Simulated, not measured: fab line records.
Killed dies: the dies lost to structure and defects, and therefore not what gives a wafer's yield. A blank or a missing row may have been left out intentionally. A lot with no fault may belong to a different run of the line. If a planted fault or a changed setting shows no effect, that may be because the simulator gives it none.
Code-filled problem report in 8D (eight disciplines) form :: flow gf180mcu :: the parts of the form that need people (team, actions taken, sign-off) are left out

== 1. THE PROBLEM ==
Wafers free of any fault read 11.01 nm (standard deviation 0.2) for DUAL_GATE_OXIDATION_00_THK at GF_DUAL_GATE_THK_MEAS_03, against a mean of 14.02 nm on 6 wafers of 2 lots. That is +15 standard deviations from the usual mean.
First observed at day 9 01:55: wafer L918.3, on film-metro-03. The record has a number at this step for 42 wafers belonging to 14 lots. The rule behind "out" and "out of limits": a value lying over 4 standard deviations away from the usual mean. Any other wafer with a number is counted as sound.

== 2. WHAT IT IS AND WHAT IT IS NOT ==
question: which readings at this step
is: DUAL_GATE_OXIDATION_00_THK
is not: -

question: which lots
is: L918, L919
is not: L915, L916, L917, L928, L929, L930, L931, L932, L933, L934, L935, L936

question: which wafers of those lots
is: all that have a number
is not: -

question: read on which gauges
is: film-metro-01, film-metro-03
is not: film-metro-02

question: when
is: from day 9 01:55
is not: up to then (9 sound wafers); but 27 sound wafers of L928, L929, L930, L931, L932, L933, L934, L935, L936 came after

== 3. SUSPECTS, AND WHAT RULES EACH OUT ==
Counting: any tool at a process step up to the reading is kept as a suspect provided that every lot that is out went through it and no sound lot did after the first of them.
- the gauge at GF_DUAL_GATE_THK_MEAS_03 has been ruled out. The wafers that are out were read on 2 gauges (film-metro-01, film-metro-03).
- furnace-02 at GF_DUAL_GATE_OXIDATION_02 (stabilise 600 s, purge 300 s, target thk 10.887 nm): ruled out as a lasting fault. The sound lots L928, L936 went through it after L918, its earliest lot that is out (day 9 00:26).
Left after counting: nothing in the record.

== 4. THE CAUSE (what the simulator had put in) ==
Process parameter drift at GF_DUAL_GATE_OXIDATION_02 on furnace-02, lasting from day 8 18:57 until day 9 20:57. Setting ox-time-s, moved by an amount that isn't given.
It was ruled out by counting, in error; the rule expects a fault to strike all lots run on its tool from its start on, and this fault did not.

== 5. THE CHAIN OF EFFECTS, in route order ==
Each row: a reading where the mean over the struck wafers with a number is more than 3 standard deviations away from the usual. Only readings whose record carries a usual standard deviation are examined. hours: median over the lots of the time between each lot's start at the first step of this table that gives one and its start at this step. sigmas: the change, counted in usual standard deviations.
hours: 0
step: GF_DUAL_GATE_THK_MEAS_03
reading: DUAL_GATE_OXIDATION_00_THK
usual: 11.01 nm
on struck wafers: 14.02
change: +3.01
sigmas: +15
Later steps that measure or inspect, where all struck wafers having a row at the step show a number for every such reading and not one has moved that far: GF_PSD_OVL_MEAS_08.

== 6. WHAT WOULD HAVE CAUGHT IT SOONER ==
In this record the first reading out of limits at a measuring or inspecting step was taken at day 9 01:55, 7 hours after the fault began at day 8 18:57.
An alarm limit of 4 standard deviations would not have fired on the tool readings at GF_DUAL_GATE_OXIDATION_02 for which the record gives a usual standard deviation, since none of them was out on any struck wafer.
